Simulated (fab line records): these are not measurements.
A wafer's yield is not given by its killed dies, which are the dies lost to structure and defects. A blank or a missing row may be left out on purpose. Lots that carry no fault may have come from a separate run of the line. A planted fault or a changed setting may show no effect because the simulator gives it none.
fab line records    flow sky130
[record] lots = 6  wafers = 18  last-day = 50
route steps=708 shown VT_ADJUST_HVTR@134 VT_ADJUST_PCH@143 PAD_OPEN@708
lots with no fault: from the same line, run without faults
start-h: the number of hours between the record's first day and the start of the first shown wafer of the lot    wait-h: time in hours since the lot's previous step    " unchanged from the row above    L1.1+2: a row that stands for several wafers    - either no value or no given start    * or withheld: withheld    < > ~ a bound
route shown NAME@n: names a module that has steps shown in the file, with the first one's number in the route    usual: mean/standard deviation taken from wafers without a fault    same: alike in all rows    chamber/n: place in a boat    sites: per-site readings    _std_site: standard deviation across them    _edge_site: the outer-site mean with the inner-site mean subtracted    radius-mm: for every site, how far away it sits from the centre of the wafer    mask NAME#n: copy n    behind: the most recent tool/chamber to have shaped the wafer    hold: what put the lot on hold/how long, in hours/how the hold closed    device: the n, p or np transistor that did not switch    end of line: the tests these same wafers got at the end of their route    where a step has no rows: the recipe by itself    killed: dies that structure and defects cost at the first sort, which is not the same as the wafer's yield    map: per-die view of a wafer (x killed, . not killed, _ where there is no die)
set.NAME: the setting as run; set.NAME@STEP: as run at that earlier step    model.NAME: the simulator's own value behind a step, which no gauge read
lots at some steps of the route; a table a step, a row a wafer
services: a tool's chamber out of use, with start hour (start-h, from the record's first day; less than 0 if before it), hours out, and reason
[[steps]]
[step SKY_VT_ADJUST_HVTR_SOFTBAKE_03]
[recipe] temp-c = 90  time-s = 60  resist = NOVOLAK
[step SKY_VT_ADJUST_HVTR_EXPOSE_04]
[recipe] mask-id = HVTRM  target-cd-nm = 380  na = 0.6  source-shape = conventional  sigma-outer = 0.6  dose-mj = 150
[step SKY_VT_ADJUST_HVTR_PEB_05]
[recipe] temp-c = withheld  time-s = *  resist = NOVOLAK
[step SKY_VT_ADJUST_HVTR_DEVELOP_06]
[recipe] develop-time-s = 60  dev-temp-c = 23
[step SKY_VT_ADJUST_HVTR_CD_MEAS_07]
[recipe] target-cd-nm = 380
[usual] cd-nm = 379.2/2.3
lot.wafer  tool       chamber  start-h  wait-h  cd-nm
L829.1     cd-sem-01  -        218.56   0.1     380.4
L829.4     "          -        "        "       382.0
L829.5     "          -        "        "       381.1
L838.3     cd-sem-01  -        270.50   0.1     375.3
L838.4     "          -        "        "       376.1
L838.5     "          -        "        "       378.8
L841.1     cd-sem-01  -        297.65   7.9     381.1
L841.3     "          -        "        "       381.4
L841.5     "          -        "        "       380.1
L842.1     cd-sem-01  -        299.69   0.8     376.1
L842.2     "          -        "        "       378.7
L842.5     "          -        "        "       377.4
L848.2     cd-sem-01  -        346.50   0.1     377.7
L848.5     "          -        "        "       379.3
L848.6     "          -        "        "       379.6
L851.1     cd-sem-02  -        364.81   0.1     376.1
L851.4     "          -        "        "       374.9
L851.6     "          -        "        "       378.5
[step SKY_VT_ADJUST_HVTR_OVL_MEAS_08]
[usual] VT_ADJUST_HVTR_OVL = -0.4/1.5
lot.wafer  tool        chamber  start-h  wait-h  VT_ADJUST_HVTR_OVL[nm]
L829.1     overlay-02  -        218.68   0.1     1.8
L829.4     "           -        "        "       0.4
L829.5     "           -        "        "       -0.4
L838.3     overlay-01  -        270.59   0.1     -0.6
L838.4     "           -        "        "       -1.7
L838.5     "           -        "        "       -1.1
L841.1     overlay-02  -        297.77   0.1     -1.2
L841.3     "           -        "        "       -0.8
L841.5     "           -        "        "       -1.9
L842.1     overlay-02  -        299.81   0.1     -1.8
L842.2     "           -        "        "       -1.0
L842.5     "           -        "        "       -0.6
L848.2     overlay-02  -        346.60   0.1     0.6
L848.5     "           -        "        "       -0.4
L848.6     "           -        "        "       -0.7
L851.1     overlay-01  -        364.93   0.1     2.0
L851.4     "           -        "        "       0.1
L851.6     "           -        "        "       2.1
[step SKY_VT_ADJUST_HVTR_IMPLANT_09]
[recipe] species = B  energy-kev = 10  dose-cm2 = 2.1e+12  tilt-deg = withheld
[step SKY_VT_ADJUST_HVTR_STRIP_10]
[recipe] chemistry = O2/N2  power-w = 1400  pressure-mtorr = 1500  platen-temp-c = withheld  o2-flow-sccm = 3000  n2-flow-sccm = 300  overash-fraction = 0.5
[usual] drypump-motor-current-A = 5.7/0.31  n2-flow-sccm = 299.8/0.91  oes-product-au = 0.716/0.0042  strip-time-to-endpoint-s = 14.18/0.034
lot.wafer  tool             chamber  start-h  wait-h  drypump-motor-current-A  n2-flow-sccm  oes-product-au  rf-hours-counter-h  strip-time-to-endpoint-s
L829.1     plasma-asher-01  1        218.86   0.1     5.6                      298.6         0.716           42                  14.16
L829.4     "                1        "        "       5.6                      299.3         0.715           -                   14.17
L829.5     "                0        "        "       6.1                      299.6         0.716           -                   14.15
L838.3     plasma-asher-01  0        270.80   0.1     6.1                      300.4         0.713           -                   14.13
L838.4     "                1        "        "       5.6                      299.1         0.719           -                   14.12
L838.5     "                0        "        "       6.1                      301.1         0.711           -                   14.15
L841.1     plasma-asher-03  0        297.95   0.1     5.3                      300.1         0.709           17                  14.23
L841.3     "                0        "        "       5.3                      298.9         0.718           -                   14.18
L841.5     "                0        "        "       5.3                      299.8         0.716           -                   14.21
L842.1     plasma-asher-01  0        299.99   0.1     6.2                      299.5         0.714           50                  14.18
L842.2     "                1        "        "       5.6                      299.9         0.717           50                  14.18
L842.5     "                1        "        "       5.7                      299.9         0.719           -                   14.21
L848.2     plasma-asher-02  1        346.78   0.1     6.1                      300.6         0.711           63                  14.12
L848.5     "                0        "        "       5.7                      301.0         0.713           -                   14.10
L848.6     "                1        "        "       6.0                      299.9         0.718           -                   14.12
L851.1     plasma-asher-02  0        365.12   0.1     5.7                      300.5         0.716           65                  14.13
L851.4     "                0        "        "       5.8                      300.1         0.718           -                   14.12
L851.6     "                1        "        "       6.0                      299.6         0.717           -                   14.14
[step SKY_VT_ADJUST_HVTR_TW_MEAS_11]
[usual] VT_ADJUST_HVTR_TW = 210.2/2.4
lot.wafer  tool           chamber  start-h  wait-h  VT_ADJUST_HVTR_TW
L829.1     film-metro-03  -        218.96   0.1     211.1
L829.4     "              -        "        "       212.0
L829.5     "              -        "        "       213.9
L838.3     film-metro-02  -        270.88   0.1     211.0
L838.4     "              -        "        "       211.2
L838.5     "              -        "        "       209.5
L841.1     film-metro-02  -        298.05   0.1     210.1
L841.3     "              -        "        "       210.5
L841.5     "              -        "        "       210.0
L842.1     film-metro-04  -        300.09   0.1     208.9
L842.2     "              -        "        "       208.1
L842.5     "              -        "        "       208.9
L848.2     film-metro-03  -        346.89   0.1     214.0
L848.5     "              -        "        "       214.1
L848.6     "              -        "        "       213.6
L851.1     film-metro-04  -        365.22   0.1     209.5
L851.4     "              -        "        "       209.1
L851.6     "              -        "        "       208.4
[step SKY_VT_ADJUST_PCH_DEHYDRATE_00]
[recipe] temp-c = 200  time-s = 60
[step SKY_VT_ADJUST_PCH_HMDS_01]
[recipe] prime-time-s = 60  prime-temp-c = 120
[step SKY_VT_ADJUST_PCH_COAT_02]
[recipe] spin-rpm = 2000  resist-thk-nm = 3000
[step SKY_VT_ADJUST_PCH_SOFTBAKE_03]
[recipe] temp-c = 110  time-s = withheld
[usual] heater-power-total-W = 65.32/0.14  plate-temp-C = 110.00/0.13
lot.wafer  tool            chamber  start-h  wait-h  heater-power-total-W  plate-temp-C
L829.1     litho-track-03  0        230.23   0.1     65.23                 110.04
L829.4     "               0        "        "       65.07                 109.98
L829.5     "               0        "        "       65.34                 110.03
L838.3     litho-track-01  0        282.38   0.1     65.13                 109.94
L838.4     "               0        "        "       65.27                 110.17
L838.5     "               0        "        "       65.54                 109.70
L841.1     litho-track-01  0        308.71   0.1     66.10                 111.18
L841.3     "               0        "        "       66.37                 111.33
L841.5     "               0        "        "       66.44                 111.09
L842.1     litho-track-01  0        311.86   0.1     66.34                 111.35
L842.2     "               0        "        "       66.15                 111.13
L842.5     "               0        "        "       66.13                 111.05
L848.2     litho-track-04  0        359.73   0.1     65.25                 110.10
L848.5     "               0        "        "       65.34                 110.13
L848.6     "               0        "        "       65.52                 109.99
L851.1     litho-track-03  0        379.18   0.1     65.24                 109.88
L851.4     "               0        "        "       65.16                 109.90
L851.6     "               0        "        "       65.47                 109.96
[step SKY_VT_ADJUST_PCH_EXPOSE_04]
[recipe] mask-id = NWM  na = 0.6  source-shape = conventional  sigma-outer = 0.6  polarization = unpolarized  target-cd-nm = 840  dose-mj = 255
[step SKY_PAD_OPEN_PROBE_99]
[usual] killed_at_M0_to_M3 = 43/7.1  killed_at_M4_up = 3.0/1.6  killed-at-contacts = 24/5.3  killed-at-front-end = 16/4.1  killed-at-other = 0.5/0.82  killed-dies = 86/9.4  killed-open = 46/6.9  killed-short = 39/6.5
[same] gross-dies = 492  killed-at-back-side = 0
lot.wafer  tool       chamber  start-h  wait-h  killed_at_M0_to_M3  killed_at_M4_up  killed-at-contacts  killed-at-front-end  killed-at-other  killed-dies  killed-open  killed-short
L841.1     prober-02  -        1150.57  0.1     40                  2                38                  13                   0                93           52           40
L841.3     prober-02  -        1150.67  0.2     42                  3                24                  14                   0                83           51           28
L841.5     prober-02  -        1150.77  0.2     47                  4                25                  26                   0                102          48           54
L842.1     prober-01  -        1157.20  0.1     55                  1                23                  16                   0                95           54           41
L842.2     prober-01  -        1157.25  0.1     40                  2                28                  14                   1                85           55           30
L842.5     prober-01  -        1157.40  0.2     40                  2                34                  16                   1                93           52           41
L851.1     prober-02  -        1193.81  0.1     40                  1                24                  16                   0                81           44           35
L851.4     prober-02  -        1193.96  0.2     45                  3                29                  14                   1                92           50           42
L851.6     prober-02  -        1194.06  0.2     36                  2                29                  9                    0                76           49           27
// killed by level:class
L841.1 CONTACT:geometric-particle:open=13 LI_CONTACT:geometric-particle:open=9 VIA1:geometric-particle:open=9 VIA2:geometric-particle:open=7 VIA1:geometric-particle:short=6 LOCAL_INTERCONNECT:geometric-particle:short=5 METAL2:geometric-particle:short=5 LI_CONTACT:geometric-particle:short=4
L841.3 CONTACT:geometric-particle:open=10 VIA1:geometric-particle:open=10 FIELD_ISO:geometric-particle:open=7 VIA3:geometric-particle:open=7 LI_CONTACT:geometric-particle:open=6 CONTACT:geometric-particle:short=6 VIA2:geometric-particle:open=6 METAL2:geometric-particle:short=5
L841.5 CONTACT:geometric-particle:short=9 VIA1:geometric-particle:open=9 VIA3:geometric-particle:open=8 METAL2:geometric-particle:short=7 POLY_GATE:geometric-particle:short=6 LI_CONTACT:geometric-particle:open=5 LOCAL_INTERCONNECT:geometric-particle:short=5 CONTACT:geometric-particle:open=5
L842.1 VIA1:geometric-particle:open=19 VIA2:geometric-particle:open=7 LOCAL_INTERCONNECT:geometric-particle:short=7 VIA1:geometric-particle:short=7 LI_CONTACT:geometric-particle:open=6 FIELD_ISO:geometric-particle:short=5 CONTACT:geometric-particle:short=5 METAL1:geometric-particle:short=5
L842.2 VIA1:geometric-particle:open=12 CONTACT:geometric-particle:open=11 LI_CONTACT:geometric-particle:open=9 VIA3:geometric-particle:open=7 FIELD_ISO:geometric-particle:open=5 METAL1:geometric-particle:short=5 VIA2:geometric-particle:open=4 METAL3:geometric-particle:short=4
L842.5 LI_CONTACT:geometric-particle:open=11 CONTACT:geometric-particle:open=9 VIA1:geometric-particle:open=8 VIA2:geometric-particle:open=7 VIA3:geometric-particle:open=7 CONTACT:geometric-particle:short=6 POLY_GATE:geometric-particle:open=5 VIA3:geometric-particle:short=5
L851.1 VIA2:geometric-particle:open=9 VIA1:geometric-particle:open=8 CONTACT:geometric-particle:open=7 VIA1:geometric-particle:short=7 VIA3:geometric-particle:open=7 CONTACT:geometric-particle:short=6 LOCAL_INTERCONNECT:geometric-particle:short=4 FIELD_ISO:geometric-particle:short=4
L851.4 CONTACT:geometric-particle:open=14 VIA1:geometric-particle:open=12 CONTACT:geometric-particle:short=7 METAL2:geometric-particle:short=7 FIELD_ISO:geometric-particle:open=6 METAL1:geometric-particle:short=6 VIA3:geometric-particle:open=5 VIA2:geometric-particle:open=4
L851.6 CONTACT:geometric-particle:open=14 VIA1:geometric-particle:open=7 VIA2:geometric-particle:open=7 VIA3:geometric-particle:open=5 LI_CONTACT:geometric-particle:open=5 POLY_GATE:geometric-particle:short=4 FIELD_ISO:geometric-particle:short=3 METAL1:geometric-particle:open=3
[[services]]
tool             chamber  start-h  hours  kind
plasma-asher-02  -        205.82   0.7    repair
plasma-asher-03  -        217.35   1.6    repair
plasma-asher-02  -        241.94   1.7    repair
[[key]]
[first-sign] step = SKY_VT_ADJUST_PCH_SOFTBAKE_03  reading = plate-temp-C  direction = up  sigmas = 9.3  usual = *  struck = *
[effect] step = SKY_VT_ADJUST_PCH_SOFTBAKE_03  reading = heater-power-total-W  direction = up  sigmas = 6.7  usual = *  struck = *
met-at SKY_VT_ADJUST_PCH_SOFTBAKE_03
struck-wafers L841.1,L841.3,L841.5,L842.1,L842.2,L842.5
tester-left-out L841,L842
onset-between 282.38 308.71
[fault] kind = process-parameter-drift  tool = litho-track-01  chamber = -  onset-h = 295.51  steps = SKY_VT_ADJUST_PCH_SOFTBAKE_03  channel = temp-c  offset = *  shape = step  end-h = 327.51  acts-in = *  stated = *
// tester-left-out: of these lots the tester's yield and bins aren't shown, on N5 and GAA mostly nor the transistor test; their killed dies are dies lost to structure and defects alone, not to doping, threshold or leakage, so they don't give the yield
